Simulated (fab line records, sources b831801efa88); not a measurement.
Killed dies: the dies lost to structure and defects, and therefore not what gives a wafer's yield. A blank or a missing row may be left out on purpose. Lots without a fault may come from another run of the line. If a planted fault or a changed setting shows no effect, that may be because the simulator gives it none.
Commonality check across tools / flow gf180mcu / 12 lots, 36 wafers sampled

THE REASON FOR OPENING IT
GF_NWELL_TW_MEAS_11, reading NWELL_TW: flagged on 3 of 12 lots. Wafers without a fault read 1554, standard deviation 19.
Rule: a lot is flagged when every wafer of it that has a number lies more than 4 standard deviations from that mean, or none has a number. The rest of the lots are taken to be sound.

lot=L786; measured=day 3 19:37; on=filmMetro-01; NWELL_TW, wafer by wafer=1550 1568 1556; flag=
lot=L785; measured=day 3 20:29; on=filmMetro-02; NWELL_TW, wafer by wafer=1532 1536 1521; flag=
lot=L787; measured=day 4 02:58; on=filmMetro-02; NWELL_TW, wafer by wafer=1533 1538 1522; flag=
lot=L789; measured=day 4 07:11; on=filmMetro-02; NWELL_TW, wafer by wafer=1536 1532 1529; flag=
lot=L790; measured=day 4 15:02; on=filmMetro-03; NWELL_TW, wafer by wafer=1928 1936 1938; flag=FLAGGED
lot=L792; measured=day 5 02:38; on=filmMetro-01; NWELL_TW, wafer by wafer=1895 1901 1899; flag=FLAGGED
lot=L795; measured=day 5 14:48; on=filmMetro-01; NWELL_TW, wafer by wafer=1896 1901 1885; flag=FLAGGED
lot=L798; measured=day 6 11:20; on=filmMetro-01; NWELL_TW, wafer by wafer=1554 1546 1558; flag=
lot=L803; measured=day 8 00:05; on=filmMetro-01; NWELL_TW, wafer by wafer=1551 1546 1555; flag=
lot=L806; measured=day 8 11:20; on=filmMetro-01; NWELL_TW, wafer by wafer=1545 1551 1546; flag=
lot=L805; measured=day 8 11:38; on=filmMetro-02; NWELL_TW, wafer by wafer=1530 1536 1541; flag=
lot=L807; measured=day 9 00:46; on=filmMetro-01; NWELL_TW, wafer by wafer=1562 1572 1575; flag=
Average over the flagged lots: 1909; offset from the usual +355, equal to +19 standard deviations.

LOT BY LOT: THE TOOL USED
The record keeps 1 process step preceding the reading, out of 602 steps on the route. Every cell lists first the tool, next ch and the chambers used by the sampled wafers, and last the start.
lot=L786; flag=; GF_NWELL_IMPLANT_09=implanter-04 ch 0, day 3 19:25
lot=L785; flag=; GF_NWELL_IMPLANT_09=implanter-02 ch 0, day 3 20:14
lot=L787; flag=; GF_NWELL_IMPLANT_09=implanter-04 ch 0, day 4 02:43
lot=L789; flag=; GF_NWELL_IMPLANT_09=implanter-02 ch 0, day 4 06:56
lot=L790; flag=FLAGGED; GF_NWELL_IMPLANT_09=implanter-04 ch 0, day 4 14:48
lot=L792; flag=FLAGGED; GF_NWELL_IMPLANT_09=implanter-04 ch 0, day 5 02:23
lot=L795; flag=FLAGGED; GF_NWELL_IMPLANT_09=implanter-04 ch 0, day 5 14:34
lot=L798; flag=; GF_NWELL_IMPLANT_09=implanter-02 ch 0, day 6 11:05
lot=L803; flag=; GF_NWELL_IMPLANT_09=implanter-02 ch 0, day 7 23:50
lot=L806; flag=; GF_NWELL_IMPLANT_09=implanter-01 ch 0, day 8 11:06
lot=L805; flag=; GF_NWELL_IMPLANT_09=implanter-04 ch 0, day 8 11:23
lot=L807; flag=; GF_NWELL_IMPLANT_09=implanter-04 ch 0, day 9 00:31
What these steps do:
- GF_NWELL_IMPLANT_09
- GF_NWELL_TW_MEAS_11

FLAGGED AGAINST TOTAL, ONE TOOL AT A TIME (gauges that did the reading follow at the end)
step=GF_NWELL_IMPLANT_09; tool=implanter-01; lots run=1; flagged=0; share of the flagged lots=none; sound lots run after its first flagged lot=-
step=GF_NWELL_IMPLANT_09; tool=implanter-02; lots run=4; flagged=0; share of the flagged lots=none; sound lots run after its first flagged lot=-
step=GF_NWELL_IMPLANT_09; tool=implanter-04; lots run=7; flagged=3; share of the flagged lots=all; sound lots run after its first flagged lot=2 (L805,L807)
step=GF_NWELL_TW_MEAS_11; tool=filmMetro-01; lots run=7; flagged=2; share of the flagged lots=some; sound lots run after its first flagged lot=4 (L798,L803,L806,L807)
step=GF_NWELL_TW_MEAS_11; tool=filmMetro-02; lots run=4; flagged=0; share of the flagged lots=none; sound lots run after its first flagged lot=-
step=GF_NWELL_TW_MEAS_11; tool=filmMetro-03; lots run=1; flagged=1; share of the flagged lots=some; sound lots run after its first flagged lot=0

WHAT THE TABLE PERMITS
All flagged lots share 1 row of the table, namely implanter-04 at GF_NWELL_IMPLANT_09.
- implanter-04 at GF_NWELL_IMPLANT_09 ran 7 lots, 3 of them flagged. After the first flagged lot (L805, L807), sound lots still ran on it; a lasting fault on the whole tool would not permit that. Its own readings lie more than 4 standard deviations out on every wafer of the flagged lots: doseIonsCm2, faradayCurrentUA.
None of the table's rows ran every flagged lot and, after the first, no sound lot.

WHAT THE SIMULATOR PUT IN
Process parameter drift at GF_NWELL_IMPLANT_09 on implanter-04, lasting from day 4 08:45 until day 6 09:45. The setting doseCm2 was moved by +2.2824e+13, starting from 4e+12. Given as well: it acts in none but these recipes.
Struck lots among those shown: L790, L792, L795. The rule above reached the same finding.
